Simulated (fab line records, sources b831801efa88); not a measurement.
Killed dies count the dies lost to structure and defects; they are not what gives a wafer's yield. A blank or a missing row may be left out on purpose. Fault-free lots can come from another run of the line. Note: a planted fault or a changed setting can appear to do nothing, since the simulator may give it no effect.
What tool caused it? | flow gf180mcu | 12 lots (36 wafers sampled), 1 step of a 602-step route

WHAT EACH GAUGE READ, for each wafer
GF_V2_THK_MEAS_03.
lot  | measured     | on            | V2_CVD_02_THK (nm)
L075 | day 19 15:31 | film-metro-02 | 849 859 861
L078 | day 21 00:33 | film-metro-01 | 836 831 836
L079 | day 21 13:17 | film-metro-02 | 842 861 865
L081 | day 22 05:17 | film-metro-04 | 840 838 843
L083 | day 22 21:29 | film-metro-02 | 834 859 876
L085 | day 23 15:53 | film-metro-04 | 848 851 860
L087 | day 24 02:57 | film-metro-04 | 836 853 860
L089 | day 24 22:40 | film-metro-04 | 841 845 842
L091 | day 25 08:28 | film-metro-01 | 854 854 860
L093 | day 26 03:57 | film-metro-04 | 835 843 857
L095 | day 26 15:14 | film-metro-02 | 870 857 872
L097 | day 27 03:32 | film-metro-02 | 840 840 858

WHAT TOOL EACH LOT RAN ON (gives the tool, then ch and the chambers of the sampled wafers, and finally the start)
The record holds no process step before these readings.

THE ANSWER, worked out from the rows above alone
Rule: the usual values come from the lots themselves. The widest of any qualifying gaps counts: lots, ordered by their means at a reading, are off when they make up no more than a third of the lots, leave a main group of 4 or more, and stand apart from it by 3 or more times the standard deviation of that group's means. If all means in a main group match to the digits the tables above print for the reading, that group is not used. A lot without any number at a reading at which 4 lots or more have one is off too. Any other lot the step has rows for is counted as sound.
No lot is off at any reading shown: from this, nothing can be told.

WHAT WAS PUT IN BY THE SIMULATOR
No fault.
